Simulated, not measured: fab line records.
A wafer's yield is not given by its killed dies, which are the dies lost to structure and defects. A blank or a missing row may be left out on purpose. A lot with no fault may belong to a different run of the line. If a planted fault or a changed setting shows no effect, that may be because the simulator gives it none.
Which tool is to blame? || flow sky130 || Sampling: 14 lots, 42 wafers, 2 of 708 route steps

== WHAT THE GAUGES SHOWED, per wafer ==
SKY_VIA3_THK_MEAS_23: measures by xrf. Usual: VIA3_W_THK 397 nm, standard deviation 5.2.
{"lot": "L325", "measured": "day 41 11:01", "on": "film metro-01", "VIA3_W_THK (nm)": "405 398 402", "flag": ""}
{"lot": "L324", "measured": "day 41 11:59", "on": "film metro-01", "VIA3_W_THK (nm)": "394 395 402", "flag": ""}
{"lot": "L328", "measured": "day 41 12:22", "on": "film metro-03", "VIA3_W_THK (nm)": "390 399 391", "flag": ""}
{"lot": "L329", "measured": "day 41 12:36", "on": "film metro-01", "VIA3_W_THK (nm)": "395 398 402", "flag": ""}
{"lot": "L327", "measured": "day 41 12:46", "on": "film metro-04", "VIA3_W_THK (nm)": "400 399 402", "flag": ""}
{"lot": "L331", "measured": "day 41 13:25", "on": "film metro-03", "VIA3_W_THK (nm)": "390 391 394", "flag": ""}
{"lot": "L333", "measured": "day 42 08:32", "on": "film metro-04", "VIA3_W_THK (nm)": "398 392 396", "flag": ""}
{"lot": "L332", "measured": "day 42 10:20", "on": "film metro-01", "VIA3_W_THK (nm)": "393 405 401", "flag": ""}
{"lot": "L334", "measured": "day 43 12:23", "on": "film metro-01", "VIA3_W_THK (nm)": "399 405 400", "flag": ""}
{"lot": "L337", "measured": "day 43 12:43", "on": "film metro-04", "VIA3_W_THK (nm)": "393 401 393", "flag": ""}
{"lot": "L336", "measured": "day 43 16:26", "on": "film metro-03", "VIA3_W_THK (nm)": "398 390 396", "flag": ""}
{"lot": "L339", "measured": "day 44 07:27", "on": "film metro-03", "VIA3_W_THK (nm)": "395 391 390", "flag": ""}
{"lot": "L340", "measured": "day 44 08:20", "on": "film metro-01", "VIA3_W_THK (nm)": "394 397 390", "flag": ""}
{"lot": "L346", "measured": "day 45 15:38", "on": "film metro-01", "VIA3_W_THK (nm)": "401 402 404", "flag": ""}

== WHAT TOOL EACH LOT RAN ON (gives the tool, then ch and the chambers of the sampled wafers, and finally the start) ==
{"lot": "L325", "SKY_VIA3_CVD_21": "cvd w-01 ch 0,1, day 41 10:47"}
{"lot": "L324", "SKY_VIA3_CVD_21": "cvd w-01 ch 0,1, day 41 11:44"}
{"lot": "L328", "SKY_VIA3_CVD_21": "cvd w-02 ch 0,1, day 41 12:07"}
{"lot": "L329", "SKY_VIA3_CVD_21": "cvd w-01 ch 0,1, day 41 12:20"}
{"lot": "L327", "SKY_VIA3_CVD_21": "cvd w-02 ch 0,1, day 41 12:31"}
{"lot": "L331", "SKY_VIA3_CVD_21": "cvd w-01 ch 0,1, day 41 13:10"}
{"lot": "L333", "SKY_VIA3_CVD_21": "cvd w-01 ch 0, day 42 08:17"}
{"lot": "L332", "SKY_VIA3_CVD_21": "cvd w-01 ch 1, day 42 10:02"}
{"lot": "L334", "SKY_VIA3_CVD_21": "cvd w-02 ch 0,1, day 43 12:08"}
{"lot": "L337", "SKY_VIA3_CVD_21": "cvd w-01 ch 0, day 43 12:25"}
{"lot": "L336", "SKY_VIA3_CVD_21": "cvd w-02 ch 0,1, day 43 16:11"}
{"lot": "L339", "SKY_VIA3_CVD_21": "cvd w-01 ch 0, day 44 07:05"}
{"lot": "L340", "SKY_VIA3_CVD_21": "cvd w-02 ch 0,1, day 44 08:05"}
{"lot": "L346", "SKY_VIA3_CVD_21": "cvd w-01 ch 0,1, day 45 15:25"}
- SKY_VIA3_CVD_21: deposits W, target thk 390 nm, time 117.31 s.

== AS READ BY THE TOOLS THEMSELVES (means over the sampled wafers that have a number; for cases with no such wafer, the mark the record gives instead) ==
SKY_VIA3_CVD_21. Usual: heater power w reads 915 W (standard deviation 82).
{"lot": "L325", "tool": "cvd w-01", "heater power w (W)": 841, "flag": ""}
{"lot": "L324", "tool": "cvd w-01", "heater power w (W)": 849, "flag": ""}
{"lot": "L328", "tool": "cvd w-02", "heater power w (W)": 963, "flag": ""}
{"lot": "L329", "tool": "cvd w-01", "heater power w (W)": 895, "flag": ""}
{"lot": "L327", "tool": "cvd w-02", "heater power w (W)": 964, "flag": ""}
{"lot": "L331", "tool": "cvd w-01", "heater power w (W)": 908, "flag": ""}
{"lot": "L333", "tool": "cvd w-01", "heater power w (W)": 966, "flag": ""}
{"lot": "L332", "tool": "cvd w-01", "heater power w (W)": 786, "flag": ""}
{"lot": "L334", "tool": "cvd w-02", "heater power w (W)": 933, "flag": ""}
{"lot": "L337", "tool": "cvd w-01", "heater power w (W)": 979, "flag": ""}
{"lot": "L336", "tool": "cvd w-02", "heater power w (W)": 959, "flag": ""}
{"lot": "L339", "tool": "cvd w-01", "heater power w (W)": 972, "flag": ""}
{"lot": "L340", "tool": "cvd w-02", "heater power w (W)": 957, "flag": ""}
{"lot": "L346", "tool": "cvd w-01", "heater power w (W)": 920, "flag": ""}

== THE ANSWER, worked out from the rows above alone ==
Rule: a lot is off if the mean of its wafers that have a number lies more than 3 standard deviations from the usual mean. Also off: a lot with no number at a reading for which 4 or more lots have one. All remaining lots with rows at the step are treated as sound. Order of review: gauges by route order, followed by the tools' own readings, for which a lot's mean as printed above is used. At the first step where some lot is off, the reading lying furthest off is the one used; lots without a number count as furthest.
No lot is off on any of the readings shown, so nothing can be concluded from this.

== WHAT WAS PUT IN BY THE SIMULATOR ==
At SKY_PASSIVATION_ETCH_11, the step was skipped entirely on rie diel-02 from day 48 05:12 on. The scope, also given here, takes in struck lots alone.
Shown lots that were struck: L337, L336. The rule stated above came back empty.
